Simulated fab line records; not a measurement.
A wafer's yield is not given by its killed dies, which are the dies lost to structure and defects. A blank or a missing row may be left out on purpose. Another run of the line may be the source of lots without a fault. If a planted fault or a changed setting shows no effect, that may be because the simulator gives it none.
fab line records    flow sky130
record: lots: 4  wafers: 12  last_day: 50
route steps=708 shown LDD_LDN@292 SPACER@304 POLY_CUT@307 SD_P@320 RES_XHIGH@332 SALICIDE@361 PAD_OPEN@708
lots untouched by any fault: they come from a run of this same line in which no faults occurred
start_h: start of the lot's first displayed wafer, in hours after the record's first day    wait_h: time in hours since the lot's previous step    " repeats the value in the row above    L1.1+2: one row covering several wafers at once    - either no value or no given start    * or withheld: withheld    < > ~ a bound
route shown NAME@n: NAME is a module with steps in the file, n the number in the route of the first one    usual: mean/standard deviation of fault-free wafers    same: alike in all rows    chamber/n: place in a boat    sites: per-site readings    _std_site: the standard deviation of these    _edge_site: outer sites' mean less inner sites'    radius_mm: for every site, how far away it sits from the centre of the wafer    mask NAME#n: copy n    behind: tool/chamber where the wafer was last shaped    hold: why the lot was held/for how many hours/how that ended    device: which transistor (n, p or np) failed to switch    end of line: the tests these same wafers got at the end of their route    step lacking rows: just its recipe    killed: dies lost to structure and defects at the first sort, not the wafer's yield    map: dies across one wafer; x = killed, . = not, _ = none there
set.NAME: setting as actually run; set.NAME@STEP: the setting as run at that earlier step    model.NAME: the simulator's own value behind a step, which no gauge read
certain route steps with their lots: each step a table, each wafer a row
services: when a tool's chamber went out of use (start_h, in hours from the record's first day, below 0 if earlier), for how many hours, and the reason
== steps ==
step: SKY_LDD_LDN_SOFTBAKE_03
recipe: temp_c: 90  time_s: 60  resist: NOVOLAK
step: SKY_LDD_LDN_EXPOSE_04
recipe: mask_id: LDNTM  na: 0.6  source_shape: conventional  sigma_outer: 0.6  polarization: unpolarized  target_cd_nm: 700  dose_mj: 140
step: SKY_LDD_LDN_PEB_05
recipe: temp_c: withheld  time_s: *  resist: NOVOLAK
step: SKY_LDD_LDN_DEVELOP_06
recipe: resist: NOVOLAK  developer: TMAH  develop_time_s: 60  dev_temp_c: 23
step: SKY_LDD_LDN_IMPLANT_08
recipe: species: As  energy_kev: 15  dose_cm2: 1.25e+13  tilt_deg: withheld  rotation_deg: 23
step: SKY_LDD_LDN_IMPLANT_09
recipe: species: As  energy_kev: 14.76  dose_cm2: 1.25e+13  tilt_deg: withheld  rotation_deg: 113
step: SKY_LDD_LDN_IMPLANT_10
recipe: species: As  energy_kev: 15  dose_cm2: 1.25e+13  tilt_deg: withheld  rotation_deg: 203
step: SKY_LDD_LDN_IMPLANT_11
recipe: species: As  energy_kev: 15  dose_cm2: 1.25e+13  tilt_deg: withheld  rotation_deg: 293
step: SKY_LDD_LDN_STRIP_12
recipe: chemistry: O2/N2  power_w: 1400  pressure_mtorr: 1500  platen_temp_c: withheld  o2_flow_sccm: 3000  n2_flow_sccm: 300  overash_fraction: 0.5
step: SKY_LDD_LDN_CLEAN_14
recipe: chemistry: SC1/SC2  mix: 1:4:20  temp_c: 70  time_s: 150  dry: n2_spin
step: SKY_SPACER_CVD_00
recipe: material: Si3N4  precursor: DCS/NH3  target_thk_nm: 43.1  temp_c: 770  time_s: 740  pressure_mtorr: 250
usual: susceptor_temp_C: 770.1/0.38
lot.wafer  tool      chamber  start_h  wait_h  susceptor_temp_C  model.Si3N4_of_SPACER_CVD_00.thk_nm
L456.1     lpcvd-02  0        602.83   0.0     769.7             31.51
L456.3     "         0        "        "       770.2             32.06
L456.5     "         0        "        "       770.6             32.18
L455.1     lpcvd-02  0        604.04   1.1     769.6             31.16
L455.2     "         0        "        "       770.1             31.19
L455.3     "         0        "        "       769.5             31.3
L465.1     lpcvd-02  0        673.94   0.0     770.4             43.24
L465.3     "         0        "        "       770.3             43.51
L465.6     "         0        "        "       771.0             43.32
L471.2     lpcvd-02  0        713.23   3.1     770.4             42.3
L471.3     "         0        "        "       769.9             42.28
L471.4     "         0        "        "       770.2             42.64
step: SKY_SPACER_THK_MEAS_01
recipe: reads: Si3N4_of_SPACER_CVD_00
usual: SPACER_CVD_00_THK: 43.0/0.47
lot.wafer  tool           chamber  start_h  wait_h  hold                      SPACER_CVD_00_THK[nm]
L456.1     film_metro-01  -        604.04   0.0     await_dispo/0.2h/release  31.5
L456.3     "              -        "        "       await_dispo/0.2h/release  32.1
L456.5     "              -        "        "       await_dispo/0.2h/release  32.2
L456.1     film_metro-01  -        604.26   0.2     -                         31.5
L456.3     "              -        "        "       -                         32.0
L456.5     "              -        "        "       -                         32.1
L455.1     film_metro-04  -        605.24   0.0     await_dispo/0.2h/release  31.1
L455.2     "              -        "        "       await_dispo/0.2h/release  31.2
L455.3     "              -        "        "       await_dispo/0.2h/release  31.3
L455.1     film_metro-04  -        605.47   0.2     -                         31.1
L455.2     "              -        "        "       -                         31.2
L455.3     "              -        "        "       -                         31.3
L465.1     film_metro-02  -        675.15   0.0     -                         43.2
L465.3     "              -        "        "       -                         43.5
L465.6     "              -        "        "       -                         43.3
L471.2     film_metro-02  -        715.05   0.0     -                         42.3
L471.3     "              -        "        "       -                         42.3
L471.4     "              -        "        "       -                         42.6
step: SKY_SPACER_ETCHBACK_02
recipe: chemistry: CH3F/O2  target: Si3N4  stop_on: SiO2  source_w: 400  bias_w: 80  pressure_mtorr: 25  ch3f_flow_sccm: 40  O2_flow_sccm: 30  time_s: 46.7  target_depth_a: 450
usual: drypump_motor_current_A: 5.7/0.53  oes_product_au: 0.854/0.007  throttle_valve_pct: 10.562/0.0097
lot.wafer  tool         chamber  start_h  wait_h  hold                      drypump_motor_current_A  oes_product_au  rf_hours_counter_h  throttle_valve_pct  model.etch.depth_nm
L456.1     rie_diel-03  3        606.00   1.7     await_dispo/1.7h/release  5.9                      0.733           23                  10.547              31.51
L456.3     "            0        "        "       await_dispo/1.7h/release  4.7                      0.721           11                  10.528              32.06
L456.5     "            2        "        "       await_dispo/1.7h/release  5.5                      0.735           -                   10.559              32.18
L455.1     rie_diel-01  1        606.81   1.3     await_dispo/1.3h/release  5.2                      0.714           7                   10.538              31.16
L455.2     "            0        "        "       await_dispo/1.3h/release  6.5                      0.715           69                  10.555              31.19
L455.3     "            2        "        "       await_dispo/1.3h/release  5.2                      0.719           21                  10.547              31.3
L465.1     rie_diel-01  1        675.21   0.1     -                         5.1                      0.854           8                   10.564              43.24
L465.3     "            2        "        "       -                         5.2                      0.854           23                  10.551              43.51
L465.6     "            3        "        "       -                         5.4                      0.858           -                   10.569              43.32
L471.2     rie_diel-01  1        715.10   0.0     -                         5.2                      0.844           9                   10.549              42.3
L471.3     "            2        "        "       -                         5.2                      0.834           24                  10.555              42.28
L471.4     "            2        "        "       -                         5.1                      0.847           -                   10.558              42.64
step: SKY_POLY_CUT_DEHYDRATE_00
recipe: temp_c: 200  time_s: 60
step: SKY_POLY_CUT_HMDS_01
recipe: prime_time_s: 60  prime_temp_c: 120
step: SKY_POLY_CUT_COAT_02
recipe: resist: BARC  temp_c: withheld  time_s: withheld  spin_rpm: 3000  resist_thk_nm: 60
step: SKY_POLY_CUT_COAT_03
recipe: resist: KrF-thick  spin_rpm: 3000  resist_thk_nm: 450
step: SKY_POLY_CUT_SOFTBAKE_04
recipe: temp_c: 100  time_s: 90  resist: KrF-thick
step: SKY_POLY_CUT_EXPOSE_05
recipe: mask_id: NPCM  na: 0.8  source_shape: annular  sigma_inner: 0.55  sigma_outer: 0.85  target_cd_nm: 270  dose_mj: 32
step: SKY_POLY_CUT_PEB_06
recipe: peb_temp_c: withheld  peb_time_s: withheld  resist: KrF-thick
step: SKY_POLY_CUT_DEVELOP_07
recipe: develop_time_s: 60  resist: KrF-thick  dev_temp_c: 21
step: SKY_POLY_CUT_ETCH_10
recipe: chemistry: N2/H2  target: BARC  ion_energy_ev: 200  source_w: 483.7  bias_w: 100  pressure_mtorr: 30  n2_flow_sccm: 100  h2_flow_sccm: 200  stop_on: SiO2  time_s: 45.9  target_depth_a: 600
step: SKY_POLY_CUT_ETCH_11
recipe: target: Si3N4  chemistry: CF4/CH2F2/Ar  stop_on: poly-Si  source_w: 600  bias_w: 150  pressure_mtorr: 40  cf4_flow_sccm: 40  ch2f2_flow_sccm: 20  Ar_flow_sccm: 150  time_s: 42.5  target_depth_a: 600
step: SKY_POLY_CUT_STRIP_12
recipe: chemistry: O2/N2  power_w: 1400  pressure_mtorr: 1500  platen_temp_c: withheld  o2_flow_sccm: 3000  n2_flow_sccm: 300  overash_fraction: 0.5
step: SKY_SD_P_DEHYDRATE_00
recipe: temp_c: 200  time_s: 60
step: SKY_SD_P_HMDS_01
recipe: prime_time_s: 60  prime_temp_c: 120
step: SKY_SD_P_COAT_02
recipe: resist: NOVOLAK  spin_rpm: 3000  resist_thk_nm: 1140
step: SKY_SD_P_SOFTBAKE_03
recipe: temp_c: 90  time_s: 60  resist: NOVOLAK
step: SKY_SD_P_EXPOSE_04
recipe: mask_id: PSDM  na: 0.6  source_shape: conventional  sigma_outer: 0.6  polarization: unpolarized  target_cd_nm: 380  dose_mj: 138
step: SKY_SD_P_PEB_05
recipe: temp_c: withheld  time_s: *  resist: NOVOLAK
step: SKY_SD_P_DEVELOP_06
recipe: resist: NOVOLAK  developer: TMAH  develop_time_s: 60  dev_temp_c: 23
step: SKY_SD_P_IMPLANT_09
recipe: species: BF2  energy_kev: 19.75  dose_cm2: 3e+15  tilt_deg: 0
step: SKY_SD_P_STRIP_10
recipe: chemistry: O2/N2  power_w: 1400  pressure_mtorr: 1500  platen_temp_c: withheld  o2_flow_sccm: 3000  n2_flow_sccm: 300  overash_fraction: 0.5
step: SKY_RES_XHIGH_DEHYDRATE_00
recipe: temp_c: 200  time_s: 60
step: SKY_RES_XHIGH_HMDS_01
recipe: prime_time_s: 60  prime_temp_c: 120
step: SKY_SALICIDE_CLEAN_00
recipe: chemistry: HF-last  time_s: 30  dilution: 100:1  dry: ipa_marangoni
lot.wafer  tool          chamber  start_h  wait_h  model.Si3N4_of_SPACER_CVD_00.thk_nm
L456.1     wet_bench-03  1        719.45   0.1     30.52
L456.3     "             1        "        "       31.07
L456.5     "             1        "        "       31.19
L455.1     wet_bench-04  1        720.04   0.1     30.17
L455.2     "             1        "        "       30.2
L455.3     "             1        "        "       30.31
L465.1     wet_bench-04  0        787.34   0.1     42.28
L465.3     "             0        "        "       42.55
L465.6     "             0        "        "       42.35
L471.2     wet_bench-02  2        825.15   0.1     41.31
L471.3     "             2        "        "       41.29
L471.4     "             2        "        "       41.65
step: SKY_PAD_OPEN_PROBE_99
usual: killed_at_M0_to_M3: 43/6.9  killed_at_M4_up: 3.0/1.8  killed_at_contacts: 24/4.8  killed_at_front_end: 15/4.5  killed_at_other: 0.4/0.67  killed_dies: 86/9.2  killed_open: 46/6.9  killed_short: 39/6
same: gross_dies: 492  killed_at_back_side: 0
lot.wafer  tool       chamber  start_h  wait_h  killed_at_M0_to_M3  killed_at_M4_up  killed_at_contacts  killed_at_front_end  killed_at_other  killed_dies  killed_open  killed_short  model.etest.pfet_01v8.r_on_ohm_um  model.etest.pfet_g5v0d10v5.r_on_ohm_um  model.etest.nfet_g5v0d10v5.r_on_ohm_um  model.etest.sonos_uncharged.r_on_ohm_um  model.etest.res_pdiff.line_ohm_um  model.etest.pfet_01v8.drive_ua_um  model.etest.nfet_01v8_lvt.drive_ua_um  model.etest.sram_pfet_latch.drive_ua_um
L456.1     prober-02  -        1126.47  0.1     36                  2                29                  12                   1                80           41           39            2536                               4628                                    1832                                    724.6                                    1337                               224.5                              603.5                                  168.4
L456.3     prober-02  -        1126.57  0.2     37                  3                23                  12                   0                75           46           29            2574                               4740                                    1847                                    762.1                                    1374                               219.8                              591.1                                  165.9
L456.5     prober-02  -        1126.67  0.2     36                  2                17                  19                   0                74           37           36            2507                               4640                                    1818                                    738.2                                    1342                               225.4                              591.9                                  167.9
L455.1     prober-01  -        1128.34  0.1     31                  1                26                  19                   1                78           39           39            2426                               4659                                    1824                                    732.8                                    1301                               238.7                              619.8                                  174.1
L455.2     prober-01  -        1128.39  0.1     50                  2                25                  21                   0                98           55           43            2482                               4667                                    1853                                    746.4                                    1312                               230.1                              600.9                                  174.3
L455.3     prober-01  -        1128.44  0.2     45                  2                21                  11                   0                79           46           33            2504                               4725                                    1853                                    736.4                                    1332                               228                                604.3                                  169.9
L465.1     prober-01  -        1174.47  0.1     44                  3                22                  15                   1                85           44           41            2916                               4883                                    1924                                    811.8                                    1371                               190.6                              569                                    141.4
L465.3     prober-01  -        1174.57  0.2     36                  0                31                  8                    0                75           44           31            2947                               4777                                    1920                                    834.7                                    1372                               188.2                              562.3                                  140
L465.6     prober-01  -        1174.72  0.2     53                  3                27                  12                   1                96           48           47            2962                               4854                                    1917                                    833.2                                    1376                               186.8                              557.1                                  138.1
L471.2     prober-01  -        1199.76  0.1     43                  1                19                  12                   0                75           39           35            2765                               4630                                    1843                                    800.9                                    1354                               205.4                              589.1                                  155.6
L471.3     prober-01  -        1199.81  0.2     45                  3                23                  11                   0                82           47           35            2854                               4674                                    1871                                    799.6                                    1361                               198.7                              568.3                                  145.3
L471.4     prober-01  -        1199.86  0.2     40                  2                34                  25                   0                101          57           44            2901                               4670                                    1875                                    805.7                                    1341                               194.7                              571.9                                  139.3
killed by level:class
L456.1 CONTACT:geometric_particle:open=8 VIA1:geometric_particle:open=8 CONTACT:geometric_particle:short=7 VIA3:geometric_particle:short=6 LI_CONTACT:geometric_particle:open=6 LOCAL_INTERCONNECT:geometric_particle:short=5 METAL2:geometric_particle:short=5 VIA2:geometric_particle:open=5
L456.3 CONTACT:geometric_particle:open=12 VIA1:geometric_particle:open=10 METAL2:geometric_particle:open=5 FIELD_ISO:geometric_particle:open=4 LOCAL_INTERCONNECT:geometric_particle:short=4 LI_CONTACT:geometric_particle:open=4 METAL3:geometric_particle:short=3 POLY_GATE:geometric_particle:short=3
L456.5 VIA1:geometric_particle:open=8 CONTACT:geometric_particle:open=7 POLY_GATE:geometric_particle:short=6 METAL1:geometric_particle:short=5 VIA2:geometric_particle:open=5 LI_CONTACT:geometric_particle:open=4 VIA2:geometric_particle:short=4 FIELD_ISO:geometric_particle:open=3
L455.1 VIA1:geometric_particle:open=10 CONTACT:geometric_particle:open=9 POLY_GATE:geometric_particle:open=6 LOCAL_INTERCONNECT:geometric_particle:short=5 VIA1:geometric_particle:short=5 METAL2:geometric_particle:short=5 FIELD_ISO:geometric_particle:open=4 FIELD_ISO:geometric_particle:short=4
L455.2 VIA1:geometric_particle:open=14 LI_CONTACT:geometric_particle:open=8 CONTACT:geometric_particle:open=8 FIELD_ISO:geometric_particle:open=6 METAL2:geometric_particle:short=6 METAL1:geometric_particle:short=6 VIA2:geometric_particle:open=6 VIA1:geometric_particle:short=5
L455.3 VIA1:geometric_particle:open=11 VIA2:geometric_particle:open=9 CONTACT:geometric_particle:short=7 CONTACT:geometric_particle:open=7 METAL2:geometric_particle:short=6 LI_CONTACT:geometric_particle:open=6 FIELD_ISO:geometric_particle:short=4 FIELD_ISO:geometric_particle:open=3
L465.1 VIA1:geometric_particle:open=14 CONTACT:geometric_particle:open=11 POLY_GATE:geometric_particle:short=7 METAL2:geometric_particle:short=7 VIA1:geometric_particle:short=6 VIA2:geometric_particle:open=6 POLY_GATE:geometric_particle:open=4 LOCAL_INTERCONNECT:geometric_particle:short=4
L465.3 CONTACT:geometric_particle:open=13 VIA1:geometric_particle:open=9 LI_CONTACT:geometric_particle:open=7 VIA1:geometric_particle:short=5 LI_CONTACT:geometric_particle:short=4 LOCAL_INTERCONNECT:geometric_particle:short=4 VIA2:geometric_particle:short=4 VIA2:geometric_particle:open=3
L465.6 VIA1:geometric_particle:open=16 CONTACT:geometric_particle:open=9 METAL3:geometric_particle:short=7 LI_CONTACT:geometric_particle:open=6 VIA1:geometric_particle:short=6 CONTACT:geometric_particle:short=6 VIA2:geometric_particle:open=6 METAL2:geometric_particle:short=6
L471.2 VIA2:geometric_particle:open=9 METAL1:geometric_particle:short=9 CONTACT:geometric_particle:open=7 VIA1:geometric_particle:short=7 LI_CONTACT:geometric_particle:open=6 FIELD_ISO:geometric_particle:open=5 VIA1:geometric_particle:open=5 VIA3:geometric_particle:open=4
L471.3 LI_CONTACT:geometric_particle:open=8 VIA1:geometric_particle:open=8 FIELD_ISO:geometric_particle:open=7 METAL2:geometric_particle:short=7 VIA2:geometric_particle:open=7 CONTACT:geometric_particle:open=6 METAL1:geometric_particle:short=5 VIA1:geometric_particle:short=4
L471.4 CONTACT:geometric_particle:open=20 VIA1:geometric_particle:open=9 FIELD_ISO:geometric_particle:open=7 METAL1:geometric_particle:short=7 FIELD_ISO:geometric_particle:short=6 LI_CONTACT:geometric_particle:open=6 METAL2:geometric_particle:short=6 POLY_GATE:geometric_particle:open=5
== services ==
tool          chamber  start_h  hours  kind
rie_diel-03   2        599.32   3.2    repair
rie_diel-01   1        628.40   26.8   repair
rie_diel-03   0        630.59   4.2    repair
rie_diel-01   0        642.29   3.4    repair
rie_diel-01   0        655.15   -      clean
rie_diel-01   0        655.15   22.3   scheduled_down
rie_diel-01   0        655.15   22.3   vent_cycle
rie_diel-01   1        662.22   7.5    repair
rie_diel-01   0        686.61   6.1    repair
wet_bench-03  -        695.33   3.0    repair
rie_diel-01   0        713.73   3.6    repair
rie_diel-03   -        740.46   4.0    repair
wet_bench-04  -        745.61   3.4    repair
wet_bench-03  -        754.76   1.9    pm
rie_diel-03   3        777.58   3.3    repair
lpcvd-02      -        799.56   17.2   pm
rie_diel-01   1        805.73   5.0    repair
rie_diel-01   1        811.31   5.1    repair
== key ==
first_sign: step: SKY_SPACER_THK_MEAS_01  reading: visit  direction: added
effect: step: SKY_SPACER_THK_MEAS_01  reading: SPACER_CVD_00_THK  direction: down  sigmas: 25  usual: 43.0  struck: 31.6
effect: step: SKY_SPACER_ETCHBACK_02  reading: oes_product_au  direction: down  sigmas: 19  usual: 0.854  struck: 0.723
model_effect: step: SKY_SPACER_CVD_00  value: Si3N4_of_SPACER_CVD_00.thk_nm  without: 42.48  struck: 31.57
model_effect: step: SKY_SPACER_ETCHBACK_02  value: etch.depth_nm  without: 42.48  struck: 31.57
model_effect: step: SKY_SALICIDE_CLEAN_00  value: Si3N4_of_SPACER_CVD_00.thk_nm  without: 41.49  struck: 30.58
model_effect: step: SKY_PAD_OPEN_PROBE_99  value: etest.pfet_01v8.r_on_ohm_um  without: 2841  struck: 2505
met_at SKY_SPACER_CVD_00
struck_wafers L455.1,L455.2,L455.3,L456.1,L456.3,L456.5
tester_left_out L455,L456
fault: kind: process_parameter_drift  tool: lpcvd-02  chamber: -  onset_h: 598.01  steps: SKY_SPACER_CVD_00  channel: target_thk_nm  offset: -10.913  shape: step  end_h: 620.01  acts_in: these_recipes_only  stated: 43.1
tester_left_out: of these lots the tester's yield and bins aren't shown, on N5 and GAA mostly nor the transistor test; their killed dies are dies lost to structure and defects alone, not to doping, threshold or leakage, so they don't give the yield
